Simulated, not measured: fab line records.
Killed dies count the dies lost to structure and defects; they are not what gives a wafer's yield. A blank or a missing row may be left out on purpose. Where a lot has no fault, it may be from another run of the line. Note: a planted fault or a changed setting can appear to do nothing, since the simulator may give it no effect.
Chamber matching :: flow sky130 :: 4 sister chambers for SKY_VIA3_CMP_02 on cmp-02
The step polishes SiO2. 39 wafers are shown with their chamber, then 12 later ones without.

## WAFERS, EACH WITH ITS CHAMBER
wafer: L074.2
chamber: 0
motorCurrentA (A): 12.7
platenRpm (rpm): 60.06

wafer: L074.3
chamber: 2
motorCurrentA (A): 12.0
platenRpm (rpm): 60.01

wafer: L074.4
chamber: 3
motorCurrentA (A): 13.1
platenRpm (rpm): 60.02

wafer: L075.1
chamber: 0
motorCurrentA (A): 13.8
platenRpm (rpm): 59.96

wafer: L075.5
chamber: 2
motorCurrentA (A): 11.4
platenRpm (rpm): 60.02

wafer: L075.6
chamber: 1
motorCurrentA (A): 11.5
platenRpm (rpm): 60.04

wafer: L076.1
chamber: 3
motorCurrentA (A): 13.9
platenRpm (rpm): 59.96

wafer: L076.3
chamber: 0
motorCurrentA (A): 14.0
platenRpm (rpm): 59.97

wafer: L076.5
chamber: 2
motorCurrentA (A): 11.9
platenRpm (rpm): 60.06

wafer: L078.1
chamber: 0
motorCurrentA (A): 13.4
platenRpm (rpm): 60.02

wafer: L078.3
chamber: 3
motorCurrentA (A): 13.2
platenRpm (rpm): 60.01

wafer: L078.4
chamber: 2
motorCurrentA (A): 12.3
platenRpm (rpm): 59.98

wafer: L079.3
chamber: 3
motorCurrentA (A): 13.1
platenRpm (rpm): 60.03

wafer: L079.4
chamber: 1
motorCurrentA (A): 11.6
platenRpm (rpm): 59.95

wafer: L079.5
chamber: 3
motorCurrentA (A): 13.1
platenRpm (rpm): 60.02

wafer: L082.3
chamber: 1
motorCurrentA (A): 11.9
platenRpm (rpm): 59.91

wafer: L082.5
chamber: 3
motorCurrentA (A): 13.2
platenRpm (rpm): 59.97

wafer: L082.6
chamber: 2
motorCurrentA (A): 12.1
platenRpm (rpm): 60.02

wafer: L083.3
chamber: 3
motorCurrentA (A): 12.0
platenRpm (rpm): 60.01

wafer: L083.4
chamber: 0
motorCurrentA (A): 13.0
platenRpm (rpm): 59.98

wafer: L083.6
chamber: 3
motorCurrentA (A): 12.4
platenRpm (rpm): 59.99

wafer: L085.2
chamber: 2
motorCurrentA (A): 11.4
platenRpm (rpm): 60.06

wafer: L085.3
chamber: 1
motorCurrentA (A): 11.6
platenRpm (rpm): 59.92

wafer: L085.4
chamber: 3
motorCurrentA (A): 12.5
platenRpm (rpm): 59.94

wafer: L084.1
chamber: 1
motorCurrentA (A): 11.8
platenRpm (rpm): 60.05

wafer: L084.2
chamber: 0
motorCurrentA (A): 14.6
platenRpm (rpm): 60.05

wafer: L084.6
chamber: 2
motorCurrentA (A): 11.9
platenRpm (rpm): 59.96

wafer: L086.1
chamber: 3
motorCurrentA (A): 12.8
platenRpm (rpm): 59.95

wafer: L086.5
chamber: 2
motorCurrentA (A): 11.9
platenRpm (rpm): 59.95

wafer: L086.6
chamber: 3
motorCurrentA (A): 12.6
platenRpm (rpm): 59.94

wafer: L088.3
chamber: 1
motorCurrentA (A): 11.7
platenRpm (rpm): 60.00

wafer: L088.5
chamber: 2
motorCurrentA (A): 12.3
platenRpm (rpm): 59.96

wafer: L088.6
chamber: 3
motorCurrentA (A): 12.9
platenRpm (rpm): 60.04

wafer: L089.1
chamber: 0
motorCurrentA (A): 13.6
platenRpm (rpm): 60.03

wafer: L089.2
chamber: 2
motorCurrentA (A): 11.8
platenRpm (rpm): 59.97

wafer: L089.5
chamber: 1
motorCurrentA (A): 12.3
platenRpm (rpm): 60.00

wafer: L090.2
chamber: 2
motorCurrentA (A): 12.5
platenRpm (rpm): 60.01

wafer: L090.3
chamber: 0
motorCurrentA (A): 13.5
platenRpm (rpm): 60.03

wafer: L090.4
chamber: 1
motorCurrentA (A): 11.3
platenRpm (rpm): 59.99

SIGNATURES, as means of the wafers listed above
reading: motorCurrentA
chamber 0: 13.575
chamber 1: 11.713
chamber 2: 11.955
chamber 3: 12.900
scatter within a chamber: 0.443

reading: platenRpm
chamber 0: 60.0125
chamber 1: 59.9825
chamber 2: 60.0000
chamber 3: 59.9900
scatter within a chamber: 0.0409
Rule: for each reading, subtract the chamber's mean from the wafer's reading, divide by that reading's scatter and square the result; add these up over the readings and take the root, which gives the wafer's distance from the chamber. If the next closest chamber is less than 2 further off than the closest, the wafer can't be placed; otherwise it belongs to the closest. The scatter is the square root of a quotient: the sum, over the shown wafers, of each reading's squared deviation from its chamber's mean, divided by wafers minus chambers.

## WAFERS WITHOUT THEIR CHAMBER
wafer: L091.1
motorCurrentA (A): 12.3
platenRpm (rpm): 60.12

wafer: L091.3
motorCurrentA (A): 11.6
platenRpm (rpm): 60.07

wafer: L091.6
motorCurrentA (A): 11.7
platenRpm (rpm): 60.00

wafer: L094.2
motorCurrentA (A): 13.5
platenRpm (rpm): 59.95

wafer: L094.5
motorCurrentA (A): 12.3
platenRpm (rpm): 59.96

wafer: L094.6
motorCurrentA (A): 12.3
platenRpm (rpm): 59.96

wafer: L095.2
motorCurrentA (A): 11.0
platenRpm (rpm): 59.96

wafer: L095.3
motorCurrentA (A): 11.0
platenRpm (rpm): 60.01

wafer: L095.4
motorCurrentA (A): 13.1
platenRpm (rpm): 60.01

wafer: L096.3
motorCurrentA (A): 13.7
platenRpm (rpm): 59.99

wafer: L096.4
motorCurrentA (A): 11.1
platenRpm (rpm): 60.05

wafer: L096.5
motorCurrentA (A): 11.1
platenRpm (rpm): 59.93

## WHICH CHAMBER EACH ONE RAN IN
wafer: L091.1
from the rows above: can't be placed: 2 or 3 or 1 or 0
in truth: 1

wafer: L091.3
from the rows above: can't be placed: 2 or 1 or 3
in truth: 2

wafer: L091.6
from the rows above: can't be placed: 1 or 2
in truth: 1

wafer: L094.2
from the rows above: can't be placed: 0 or 3
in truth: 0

wafer: L094.5
from the rows above: can't be placed: 2 or 1 or 3 or 0
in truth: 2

wafer: L094.6
from the rows above: can't be placed: 2 or 1 or 3 or 0
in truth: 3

wafer: L095.2
from the rows above: can't be placed: 1 or 2
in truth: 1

wafer: L095.3
from the rows above: can't be placed: 1 or 2
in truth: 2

wafer: L095.4
from the rows above: can't be placed: 3 or 0 or 2
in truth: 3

wafer: L096.3
from the rows above: can't be placed: 0 or 3
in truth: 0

wafer: L096.4
from the rows above: can't be placed: 1 or 2
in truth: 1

wafer: L096.5
from the rows above: can't be placed: 1 or 2
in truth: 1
Correct placement for 0 of the 12. These rows do not allow placing 12 (true chamber among the candidates in 12). Placed wrongly: 0.
